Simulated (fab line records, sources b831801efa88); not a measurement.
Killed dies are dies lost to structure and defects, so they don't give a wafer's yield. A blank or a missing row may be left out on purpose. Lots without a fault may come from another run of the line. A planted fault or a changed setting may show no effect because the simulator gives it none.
Which tool did it? | flow gf180mcu | 6 lots, 18 wafers sampled, at 2 steps of a route of 602

WHAT THE GAUGES READ, wafer by wafer
GF_HV_LDD_THK_MEAS_55.
lot  | measured     | on            | HV_LDD_CVD_54_THK (nm)
L540 | day 13 17:05 | film_metro-04 | 9.97 10.09 10.07
L542 | day 14 09:31 | film_metro-03 | 9.94 9.84 9.94
L552 | day 17 17:43 | film_metro-04 | 10.02 9.92 10.01
L554 | day 18 04:58 | film_metro-04 | 9.96 9.99 10.07
L556 | day 19 04:55 | film_metro-03 | 9.75 9.84 9.82
L558 | day 20 06:37 | film_metro-01 | 10.09 10.27 10.08

WHICH TOOL RAN EACH LOT (tool, then ch and the chambers of the sampled wafers, then the start)
lot  | GF_HV_LDD_CVD_54
L540 | lpcvd-02 ch 1, day 13 16:03
L542 | lpcvd-01 ch 0, day 14 08:29
L552 | lpcvd-02 ch 0, day 17 16:41
L554 | lpcvd-02 ch 0, day 18 03:56
L556 | lpcvd-02 ch 0, day 19 03:53
L558 | lpcvd-01 ch 0, day 20 05:35
- GF_HV_LDD_CVD_54: deposits SiO2 from TEOS, target thk 10 nm, time 75 s.

THE ANSWER, worked out from the rows above alone
Rule: what is usual is taken from the lots themselves. Put in order of their means at a reading, lots are off if they are a third of the lots or fewer, leave a main group of 4 or more, and stand apart from it by a gap of 3 or more times the standard deviation of the main group's means; of several such gaps the widest counts. A main group whose means are all the same, to the digits that the tables above print for the reading, isn't used. A lot without any number at a reading at which 4 lots or more have one is off too. The other lots that the step has rows for count as sound.
No lot is off at any reading shown: from this, nothing can be told.

WHAT THE SIMULATOR HAD PUT IN
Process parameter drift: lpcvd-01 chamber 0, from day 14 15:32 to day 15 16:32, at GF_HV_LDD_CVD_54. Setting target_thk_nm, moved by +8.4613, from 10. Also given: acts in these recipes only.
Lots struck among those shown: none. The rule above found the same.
